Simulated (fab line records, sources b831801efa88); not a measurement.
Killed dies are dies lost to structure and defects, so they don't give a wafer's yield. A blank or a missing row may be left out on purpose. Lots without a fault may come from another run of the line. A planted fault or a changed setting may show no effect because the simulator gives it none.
fab line records | flow sky130
record lots=5 wafers=15 last_day=49
route steps=708 shown LI_CONTACT@371 LOCAL_INTERCONNECT@387 CONTACT@406 METAL4@631 PAD_OPEN@708
lots that met no fault: from a run of the same line without faults
start_h: hours from the record's first day to the start of the lot's first wafer shown | wait_h: hours since the lot's step before | " the same as in the row above | L1.1+2: a row that stands for several wafers | - no value, or no start given | * or withheld: withheld | < > ~ a bound
route shown NAME@n: a module of which the file shows steps, and the number in the route of the first | usual: mean/standard deviation of fault-free wafers | same: alike in all rows | chamber/n: place in a boat | sites: the reading at each site | _std_site: their standard deviation | _edge_site: outer sites' mean less inner sites' | radius_mm: how far each site lies from the wafer's centre | mask NAME#n: copy n | behind: the tool/chamber that last shaped the wafer | hold: why the lot was held/for how many hours/how that ended | device: the transistor (n, p or np) that didn't switch | end of line: the same wafers' tests at the end of the route | a step without rows: its recipe alone | killed: dies lost to structure and defects at the first sort, not the wafer's yield | map: a wafer's dies, x killed, . not, _ none there
set.NAME: the setting as run; set.NAME@STEP: as run at that earlier step | model.NAME: the simulator's own value behind a step, which no gauge read
lots at some steps of the route; a table a step, a row a wafer
services: from which hour (start_h, from the record's first day; less than 0 if before it) a tool's chamber was out of use, for how many hours, and why
## steps
# step SKY_LI_CONTACT_EXPOSE_09
# recipe mask_id=LICM1 na=0.8 source_shape=annular sigma_inner=0.55 sigma_outer=0.85 target_cd_nm=170 dose_mj=38
# step SKY_LI_CONTACT_PEB_10
# recipe peb_temp_c=withheld peb_time_s=withheld resist=KrF-thick
# step SKY_LI_CONTACT_DEVELOP_11
# recipe develop_time_s=60 resist=KrF-thick dev_temp_c=21
# step SKY_LI_CONTACT_ETCH_14
# recipe chemistry=N2/H2 target=BARC ion_energy_ev=200 source_w=500 bias_w=100 pressure_mtorr=30 n2_flow_sccm=100 h2_flow_sccm=200 stop_on=SiO2 time_s=45.9 target_depth_a=600
# step SKY_LI_CONTACT_ETCH_15
# recipe target=PSG chemistry=C4F8/O2/Ar stop_on=Si taper_deg=4.15 mask_material=KrF-thick source_w=1500 bias_w=1200 pressure_mtorr=40 c4f8_flow_sccm=withheld O2_flow_sccm=6 Ar_flow_sccm=300 time_s=withheld target_depth_a=6000
# step SKY_LI_CONTACT_STRIP_16
# recipe chemistry=O2/N2 power_w=1400 pressure_mtorr=1500 platen_temp_c=withheld o2_flow_sccm=3000 n2_flow_sccm=300 overash_fraction=0.5
# step SKY_LI_CONTACT_CLEAN_17
# recipe chemistry=NMP time_s=600 temp_c=60 dry=n2_spin
# step SKY_LI_CONTACT_PRE_CLEAN_18
# recipe gas=Ar time_s=5.6 bias_v=358
# step SKY_LI_CONTACT_SPUTTER_19
# recipe material=Ti target_thk_nm=20 chamber_pressure_pa=5 power_w=2500 substrate_temp_c=200 time_s=106.37
# step SKY_LI_CONTACT_SPUTTER_20
# recipe material=TiN target_thk_nm=20 chamber_pressure_pa=5 power_w=4000 time_s=80
# step SKY_LI_CONTACT_CVD_21
# recipe material=W target_thk_nm=400 time_s=120.56 temp_c=400 pressure_torr=40
# usual heater_power_w=860/59
# columns lot.wafer tool chamber start_h wait_h heater_power_w model.W_of_LI_CONTACT_CVD_21.thk_nm
L137.2 cvd_w-02 1 730.69 0.0 903 410.4
L137.3 " 1 " " 918 405.5
L137.5 " 0 " " 798 398.2
L144.3 cvd_w-02 1 785.53 0.1 942 408.5
L144.4 " 0 " " 806 566.1
L144.6 " 1 " " 920 402.9
L145.2 cvd_w-02 0 792.62 0.0 824 566.5
L145.3 " 1 " " 922 409.4
L145.5 " 0 " " 805 564.5
L146.4 cvd_w-02 1 795.45 0.1 937 410.4
L146.5 " 1 " " 942 414.4
L146.6 " 0 " " 786 564.9
L148.3 cvd_w-01 0 819.99 0.1 842 403.9
L148.4 " 1 " " 902 401.4
L148.5 " 0 " " 831 405.2
# step SKY_LI_CONTACT_RS_MEAS_22
# recipe thk_meas_gauge=four-point-probe reads=W_of_LI_CONTACT_CVD_21+TiN_of_LI_CONTACT_SPUTTER_20+Ti_of_LI_CONTACT_SPUTTER_19
# usual LI_CONTACT_W_RS=0.284/0.0041
# columns lot.wafer tool chamber start_h wait_h hold LI_CONTACT_W_RS[ohm/sq]
L137.2 film_metro-02 - 730.84 0.1 - 0.277
L137.3 " - " " - 0.281
L137.5 " - " " - 0.286
L144.3 film_metro-03 - 785.66 0.1 await_dispo/0.2h/release 0.279
L144.4 " - " " await_dispo/0.2h/release 0.201
L144.6 " - " " await_dispo/0.2h/release 0.282
L144.3 film_metro-03 - 785.94 0.3 - 0.279
L144.4 " - " " - 0.201
L144.6 " - " " - 0.283
L145.2 film_metro-03 - 792.77 0.1 await_dispo/0.2h/release 0.201
L145.3 " - " " await_dispo/0.2h/release 0.277
L145.5 " - " " await_dispo/0.2h/release 0.202
L145.2 film_metro-03 - 793.05 0.3 - 0.201
L145.3 " - " " - 0.279
L145.5 " - " " - 0.201
L146.4 film_metro-03 - 795.59 0.1 await_dispo/0.2h/release 0.277
L146.5 " - " " await_dispo/0.2h/release 0.275
L146.6 " - " " await_dispo/0.2h/release 0.201
L146.4 film_metro-03 - 795.88 0.3 - 0.277
L146.5 " - " " - 0.275
L146.6 " - " " - 0.201
L148.3 film_metro-02 - 820.12 0.1 - 0.282
L148.4 " - " " - 0.284
L148.5 " - " " - 0.282
# step SKY_LI_CONTACT_THK_MEAS_23
# recipe thk_meas_gauge=xrf reads=W_of_LI_CONTACT_CVD_21
# usual LI_CONTACT_W_THK=400/9.3
# columns lot.wafer tool chamber start_h wait_h hold LI_CONTACT_W_THK[nm]
L137.2 film_metro-02 - 730.95 0.1 - 405
L137.3 " - " " - 400
L137.5 " - " " - 394
L144.3 film_metro-03 - 787.88 1.9 await_dispo/0.2h/release 416
L144.4 " - " " await_dispo/0.2h/release -
L144.6 " - " " await_dispo/0.2h/release 411
L144.3 film_metro-03 - 788.18 0.3 - 419
L144.4 " - " " - -
L144.6 " - " " - 409
L145.2 film_metro-03 - 797.03 4.0 await_dispo/0.2h/release -
L145.3 " - " " await_dispo/0.2h/release 412
L145.5 " - " " await_dispo/0.2h/release -
L145.2 film_metro-03 - 797.26 0.2 - -
L145.3 " - " " - 412
L145.5 " - " " - 567
L146.4 film_metro-03 - 798.29 2.4 await_dispo/0.2h/release 415
L146.5 " - " " await_dispo/0.2h/release 415
L146.6 " - " " await_dispo/0.2h/release -
L146.4 film_metro-03 - 798.52 0.2 - 410
L146.5 " - " " - 418
L146.6 " - " " - 567
L148.3 film_metro-02 - 820.22 0.1 - 402
L148.4 " - " " - 393
L148.5 " - " " - 403
# step SKY_LI_CONTACT_CMP_24
# recipe stop_on=PSG t_overpolish_s=20 down_force_psi=3.5 platen_rpm=60 target_thk_nm=0 pad_velocity_m_s=0.94248
# usual motor_current_A=10.6/0.98 slurry_filter_dp_kPa=13.50/0.13 time_to_endpoint_s=98/5.4
# columns lot.wafer tool chamber start_h wait_h hold motor_current_A slurry_filter_dp_kPa time_to_endpoint_s
L137.3 cmp-02 3 731.05 0.1 - 10.2 13.43 93
L137.2 " 1 " " - 11.6 13.51 93
L137.5 " 2 " " - 9.3 13.36 99
L144.3 cmp-01 0 791.23 3.0 await_dispo/2.5h/release 11.9 13.52 105
L144.4 " 1 " " await_dispo/2.5h/release 11.0 13.49 147
L144.6 " 3 " " await_dispo/2.5h/release 10.0 13.40 94
L145.2 cmp-01 3 798.60 1.3 await_dispo/1.3h/release 9.7 13.52 130
L145.3 " 2 " " await_dispo/1.3h/release 10.9 13.62 102
L145.5 " 3 " " await_dispo/1.3h/release 9.7 13.43 131
L146.4 cmp-01 3 800.44 1.9 await_dispo/1.5h/release 9.9 13.43 100
L146.5 " 1 " " await_dispo/1.5h/release 11.2 13.48 108
L146.6 " 2 " " await_dispo/1.5h/release 10.6 13.48 141
L148.4 cmp-01 2 820.31 0.1 - 10.3 13.40 96
L148.3 " 0 " " - 12.5 13.63 99
L148.5 " 1 " " - 10.9 13.60 102
# step SKY_LOCAL_INTERCONNECT_SPUTTER_00
# recipe material=TiN target_thk_nm=100 temp_c=300 power_w=6500 time_s=83.3 chamber_pressure_pa=0.4
# step SKY_LOCAL_INTERCONNECT_DEHYDRATE_03
# recipe temp_c=200 time_s=60
# step SKY_LOCAL_INTERCONNECT_HMDS_04
# recipe prime_time_s=60 prime_temp_c=120
# step SKY_LOCAL_INTERCONNECT_COAT_05
# recipe resist=BARC temp_c=withheld time_s=withheld spin_rpm=3000 resist_thk_nm=60
# step SKY_LOCAL_INTERCONNECT_COAT_06
# recipe resist=KrF-thick spin_rpm=3000 resist_thk_nm=450
# step SKY_LOCAL_INTERCONNECT_SOFTBAKE_07
# recipe temp_c=100 time_s=90 resist=KrF-thick
# step SKY_LOCAL_INTERCONNECT_EXPOSE_08
# recipe mask_id=LI1M na=0.8 source_shape=annular sigma_inner=0.55 sigma_outer=0.85 target_cd_nm=170 dose_mj=28
# step SKY_LOCAL_INTERCONNECT_PEB_09
# recipe peb_temp_c=withheld peb_time_s=withheld resist=KrF-thick
# step SKY_LOCAL_INTERCONNECT_DEVELOP_10
# recipe develop_time_s=60 resist=KrF-thick dev_temp_c=21
# step SKY_LOCAL_INTERCONNECT_ETCH_13
# recipe chemistry=N2/H2 target=BARC ion_energy_ev=200 bias_w=100 pressure_mtorr=30 n2_flow_sccm=100 h2_flow_sccm=200 icp_w=500 stop_on=SiO2 time_s=45.9 target_depth_a=600
# step SKY_LOCAL_INTERCONNECT_METAL_ETCH_14
# recipe target_depth_nm=110 stop_on=PSG chemistry=Cl2/BCl3 target=TiN resist_sidewall_deg=88 pressure_mtorr=10 icp_w=900 bias_w=48.5 Cl2_flow_sccm=60 bcl3_flow_sccm=30 time_s=31.4
# step SKY_LOCAL_INTERCONNECT_STRIP_15
# recipe chemistry=O2/N2 power_w=1400 pressure_mtorr=1500 platen_temp_c=withheld o2_flow_sccm=3000 n2_flow_sccm=300 overash_fraction=0.5
# step SKY_LOCAL_INTERCONNECT_STRIP_16
# recipe chemistry=post_etch_residue_remover time_s=1200 temp_c=72.5
# step SKY_LOCAL_INTERCONNECT_CLEAN_17
# recipe chemistry=IPA time_s=180 temp_c=25
# step SKY_LOCAL_INTERCONNECT_CLEAN_18
# recipe chemistry=O3/DIW dry=n2_spin
# step SKY_CONTACT_CVD_00
# recipe material=Si3N4 target_thk_nm=75 temp_c=400 time_s=withheld rf_w=450
# step SKY_CONTACT_HDPCVD_02
# recipe material=SiO2 target_thk_nm=565 sigma_open_frac=0.3 time_s=94.2 temp_c=600 sih4_flow_sccm=60 pressure_mtorr=6
# step SKY_CONTACT_CMP_04
# recipe material=SiO2 down_force_psi=4 platen_rpm=60 pad_velocity_m_s=0.94248
# step SKY_CONTACT_DEHYDRATE_06
# recipe temp_c=200 time_s=60
# step SKY_METAL4_DESCUM_15
# recipe chemistry=O2 source_power_w=150 bias_power_w=0 pressure_mtorr=10 temp_c=40 time_s=8
# usual drypump_motor_current_A=5.7/0.57 oes_product_au=0.995/0.0099 rf_fwd_power_W=146.7/0.57
# columns lot.wafer tool chamber start_h wait_h drypump_motor_current_A oes_product_au rf_fwd_power_W rf_hours_counter_h model.METAL4.cd_nm
L137.2 rie_metal-03 0 1025.11 0.0 6.8 1.001 147.5 18 295.9
L137.3 " 0 " " 6.8 1.000 147.6 - 297.4
L137.5 " 1 " " 5.4 0.993 147.3 - 297.8
L144.3 rie_metal-04 0 1075.67 0.1 6.3 0.993 146.5 - 319
L144.4 " 1 " " 5.3 1.018 146.6 - 317.6
L144.6 " 1 " " 5.3 1.012 147.2 - 317.7
L145.2 rie_metal-04 1 1076.86 0.0 5.3 1.010 147.2 12 298.5
L145.3 " 0 " " 6.3 0.988 146.6 - 299.1
L145.5 " 1 " " 5.3 1.006 147.1 - 297.9
L146.4 rie_metal-04 0 1082.84 0.0 6.3 0.981 145.8 - 317.1
L146.5 " 0 " " 6.3 0.986 146.0 - 317.5
L146.6 " 1 " " 5.3 1.007 146.0 - 315.1
L148.3 rie_metal-02 1 1099.65 0.0 5.1 0.987 146.0 - 299.1
L148.4 " 0 " " 5.7 0.986 147.3 - 300.2
L148.5 " 0 " " 5.7 0.984 146.3 - 297.2
# step SKY_METAL4_METAL_ETCH_18
# recipe target_depth_a=8450 stop_on=SiO2 over_etch_frac=0.3 time_s=183.1 chemistry=Cl2/BCl3 resist_sidewall_deg=88 pressure_mtorr=10 icp_w=900 bias_w=48.5 Cl2_flow_sccm=60 bcl3_flow_sccm=30
# usual drypump_motor_current_A=5.7/0.59 oes_product_au=0.866/0.0054 rf_fwd_power_W=896.4/2.7 throttle_valve_pct=22.265/0.0096
# columns lot.wafer tool chamber start_h wait_h drypump_motor_current_A oes_product_au rf_fwd_power_W rf_hours_counter_h throttle_valve_pct model.METAL4.cd_nm
L137.2 rie_metal-04 0 1025.26 0.0 6.3 0.870 892.1 17 22.262 301
L137.3 " 1 " " 5.3 0.868 896.0 - 22.267 298
L137.5 " 0 " " 6.3 0.867 893.9 - 22.262 299.6
L144.3 rie_metal-02 0 1076.00 0.1 5.7 0.854 892.6 - 22.278 315
L144.4 " 0 " " 5.7 0.863 895.3 - 22.254 316.7
L144.6 " 0 " " 5.7 0.864 893.1 - 22.267 312.6
L145.2 rie_metal-03 0 1077.01 0.0 6.8 0.868 901.2 22 22.270 296.2
L145.3 " 0 " " 6.8 0.863 898.1 - 22.253 294.9
L145.5 " 0 " " 6.8 0.869 900.1 - 22.260 294
L146.4 rie_metal-03 1 1083.04 0.1 5.4 0.868 894.5 - 22.275 313.5
L146.5 " 1 " " 5.4 0.866 897.6 - 22.263 310.1
L146.6 " 0 " " 6.8 0.871 895.9 - 22.265 313
L148.3 rie_metal-04 0 1099.84 0.1 6.3 0.876 896.0 - 22.258 298.2
L148.4 " 1 " " 5.3 0.858 894.9 - 22.271 301.5
L148.5 " 1 " " 5.3 0.870 897.5 - 22.275 299
# step SKY_PAD_OPEN_PROBE_99
# usual killed_at_M0_to_M3=44/7.3 killed_at_M4_up=3.5/1.8 killed_at_contacts=24/5.8 killed_at_front_end=16/4.3 killed_at_other=0.5/0.68 killed_dies=88/9.4 killed_open=48/6.8 killed_short=40/6.1
# same gross_dies=492 killed_at_back_side=0
# columns lot.wafer tool chamber start_h wait_h killed_at_M0_to_M3 killed_at_M4_up killed_at_contacts killed_at_front_end killed_at_other killed_dies killed_open killed_short model.etest.met4.width_nm model.etest.met4.line_ohm_um
L137.2 prober-02 - 1114.39 0.1 43 2 39 15 0 99 56 43 299 0.1407
L137.3 prober-02 - 1114.44 0.2 54 1 26 17 1 99 59 40 293.6 0.1454
L137.5 prober-02 - 1114.54 0.2 50 1 36 10 0 97 60 37 300.6 0.1401
L144.3 prober-02 - 1153.84 0.2 41 3 30 26 0 100 61 39 314.3 0.1383
L144.4 prober-02 - 1153.89 0.2 42 2 26 24 0 94 46 48 319.6 0.1355
L144.6 prober-02 - 1153.99 0.2 43 3 25 20 1 92 50 41 313 0.1383
L145.2 prober-02 - 1162.49 0.1 42 5 22 13 0 82 41 39 294.1 0.1452
L145.3 prober-02 - 1162.54 0.2 33 2 21 21 0 77 49 28 293.7 0.1478
L145.5 prober-02 - 1162.64 0.2 43 6 19 17 1 86 38 48 295.4 0.146
L146.4 prober-01 - 1164.36 0.2 46 5 29 25 1 106 54 52 314.5 0.1361
L146.5 prober-01 - 1164.41 0.2 47 2 22 16 1 88 52 36 309.5 0.1381
L146.6 prober-01 - 1164.46 0.2 48 1 14 8 0 71 29 42 312.7 0.1364
L148.3 prober-02 - 1181.33 0.2 49 5 33 14 0 101 59 41 297.6 0.139
L148.4 prober-02 - 1181.38 0.2 51 3 17 10 1 82 40 40 298.9 0.144
L148.5 prober-02 - 1181.43 0.2 24 3 17 17 1 62 28 30 295.2 0.1419
# killed by level:class
L137.2 LI_CONTACT:geometric_particle:open=14 CONTACT:geometric_particle:open=11 VIA2:geometric_particle:open=8 METAL3:geometric_particle:short=7 FIELD_ISO:geometric_particle:open=5 LI_CONTACT:geometric_particle:short=5 VIA1:geometric_particle:open=5 METAL2:geometric_particle:short=5
L137.3 VIA1:geometric_particle:open=12 CONTACT:geometric_particle:open=9 VIA2:geometric_particle:open=9 VIA3:geometric_particle:open=8 LI_CONTACT:geometric_particle:open=7 METAL1:geometric_particle:short=6 SPACER:geometric_particle:short=5 CONTACT:geometric_particle:short=4
L137.5 CONTACT:geometric_particle:open=13 VIA1:geometric_particle:open=10 VIA3:geometric_particle:open=9 VIA2:geometric_particle:open=7 LI_CONTACT:geometric_particle:open=7 METAL1:geometric_particle:short=7 CONTACT:geometric_particle:short=6 LI_CONTACT:geometric_particle:short=4
L144.3 CONTACT:geometric_particle:open=12 LI_CONTACT:geometric_particle:open=11 VIA1:geometric_particle:open=8 METAL1:geometric_particle:short=7 POLY_GATE:geometric_particle:short=7 FIELD_ISO:geometric_particle:open=6 METAL2:geometric_particle:short=6 VIA2:geometric_particle:open=6
L144.4 CONTACT:geometric_particle:open=8 VIA1:geometric_particle:open=8 METAL2:geometric_particle:short=8 POLY_GATE:geometric_particle:open=7 LI_CONTACT:geometric_particle:open=7 LOCAL_INTERCONNECT:geometric_particle:short=6 FIELD_ISO:geometric_particle:short=5 POLY_GATE:geometric_particle:short=5
L144.6 METAL1:geometric_particle:short=8 LI_CONTACT:geometric_particle:open=8 VIA1:geometric_particle:open=8 CONTACT:geometric_particle:open=6 VIA2:geometric_particle:open=6 FIELD_ISO:geometric_particle:open=5 CONTACT:geometric_particle:short=5 VIA3:geometric_particle:open=5
L145.2 VIA3:geometric_particle:open=11 VIA1:geometric_particle:open=10 METAL2:geometric_particle:short=9 POLY_GATE:geometric_particle:short=7 LI_CONTACT:geometric_particle:open=5 CONTACT:geometric_particle:open=5 LOCAL_INTERCONNECT:geometric_particle:short=4 CONTACT:geometric_particle:short=4
L145.3 VIA1:geometric_particle:open=10 LI_CONTACT:geometric_particle:open=9 POLY_GATE:geometric_particle:open=8 FIELD_ISO:geometric_particle:short=7 VIA3:geometric_particle:open=7 CONTACT:geometric_particle:open=5 CONTACT:geometric_particle:short=4 METAL1:geometric_particle:short=4
L145.5 VIA1:geometric_particle:open=9 VIA3:geometric_particle:open=7 LOCAL_INTERCONNECT:geometric_particle:short=7 FIELD_ISO:geometric_particle:short=6 METAL2:geometric_particle:short=6 CONTACT:geometric_particle:open=5 METAL1:geometric_particle:short=5 VIA2:geometric_particle:open=5
L146.4 VIA1:geometric_particle:open=13 CONTACT:geometric_particle:open=11 FIELD_ISO:geometric_particle:short=8 LI_CONTACT:geometric_particle:open=7 CONTACT:geometric_particle:short=7 METAL1:geometric_particle:short=7 POLY_GATE:geometric_particle:short=5 METAL2:geometric_particle:short=5
L146.5 VIA1:geometric_particle:open=9 LI_CONTACT:geometric_particle:open=8 VIA2:geometric_particle:open=8 METAL1:geometric_particle:short=7 VIA3:geometric_particle:open=7 FIELD_ISO:geometric_particle:open=6 METAL2:geometric_particle:short=5 POLY_GATE:geometric_particle:short=4
L146.6 VIA1:geometric_particle:open=11 VIA1:geometric_particle:short=8 METAL1:geometric_particle:short=8 METAL2:geometric_particle:short=6 CONTACT:geometric_particle:open=5 VIA2:geometric_particle:short=5 FIELD_ISO:geometric_particle:open=3 LOCAL_INTERCONNECT:geometric_particle:short=3
L148.3 VIA1:geometric_particle:open=19 CONTACT:geometric_particle:open=10 CONTACT:geometric_particle:short=8 LI_CONTACT:geometric_particle:open=7 VIA3:geometric_particle:open=6 METAL2:geometric_particle:short=6 VIA2:geometric_particle:open=6 METAL3:geometric_particle:short=4
L148.4 VIA1:geometric_particle:open=11 METAL1:geometric_particle:short=8 VIA2:geometric_particle:open=7 METAL2:geometric_particle:short=7 CONTACT:geometric_particle:open=6 LI_CONTACT:geometric_particle:open=5 VIA1:geometric_particle:short=4 VIA3:geometric_particle:open=4
L148.5 VIA1:geometric_particle:open=5 LI_CONTACT:geometric_particle:open=5 LOCAL_INTERCONNECT:geometric_particle:short=5 VIA1:geometric_particle:short=5 POLY_GATE:geometric_particle:short=4 POLY_GATE:geometric_particle:open=3 CONTACT:geometric_particle:open=3 VIA2:geometric_particle:open=3
## services
# columns tool chamber start_h hours kind
cmp-02 - 719.57 6.6 pm
rie_metal-02 0 722.00 6.7 repair
rie_metal-03 1 725.28 5.0 repair
rie_metal-03 1 740.73 168.5 repair
cmp-01 - 744.02 4.0 pm
cmp-02 - 753.16 0.5 repair
cmp-02 - 754.38 1.3 repair
cmp-01 - 783.15 0.3 repair
rie_metal-03 0 812.66 2.0 repair
cvd_w-02 0 817.14 6.5 repair
rie_metal-03 0 843.56 13.8 repair
cvd_w-02 - 872.50 6.9 pm
cmp-01 - 876.30 3.9 pm
cmp-01 - 903.75 0.4 repair
cvd_w-02 - 904.00 14.0 pm
rie_metal-04 - 904.66 0.3 repair
rie_metal-04 0 948.33 18.1 repair
cmp-01 - 980.66 5.3 pm
rie_metal-03 - 995.05 15.6 pm
rie_metal-02 - 1037.74 2.8 pm
rie_metal-02 1 1068.34 19.5 repair
cvd_w-02 - 1083.14 2.8 pm
cmp-01 - 1084.19 4.0 pm
cmp-01 - 1095.66 1.0 repair
## key
first_sign step=SKY_LI_CONTACT_RS_MEAS_22 reading=visit direction=added
effect step=SKY_LI_CONTACT_RS_MEAS_22 reading=LI_CONTACT_W_RS direction=down sigmas=20 usual=0.284 struck=0.201
effect step=SKY_LI_CONTACT_THK_MEAS_23 reading=visit direction=added
effect step=SKY_LI_CONTACT_CMP_24 reading=time_to_endpoint_s direction=up sigmas=7.4 usual=* struck=*
model_effect step=SKY_LI_CONTACT_CVD_21 value=W_of_LI_CONTACT_CVD_21.thk_nm without=400 struck=565.5
model_effect step=SKY_METAL4_DESCUM_15 value=METAL4.cd_nm without=297.8 struck=307.3
model_effect step=SKY_METAL4_METAL_ETCH_18 value=METAL4.cd_nm without=295.2 struck=304.9
model_effect step=SKY_PAD_OPEN_PROBE_99 value=etest.met4.width_nm without=295.7 struck=305.4
met_at SKY_LI_CONTACT_CVD_21
struck_wafers L144.4,L145.2,L145.5,L146.6
tester_left_out L144,L145,L146
loop_trim step=SKY_METAL4_EXPOSE_10 setting=dose lots=L144,L146
onset_between 730.69 785.53
fault kind=process_parameter_drift tool=cvd_w-02 chamber=0 onset_h=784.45 steps=SKY_LI_CONTACT_CVD_21 channel=target_thk_nm offset=164.67 shape=step end_h=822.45 acts_in=these_recipes_only stated=400
# tester_left_out: of these lots the tester's yield and bins aren't shown, on N5 and GAA mostly nor the transistor test; their killed dies are dies lost to structure and defects alone, not to doping, threshold or leakage, so they don't give the yield
# loop_trim: a control loop set the setting to another value than it would have without faults
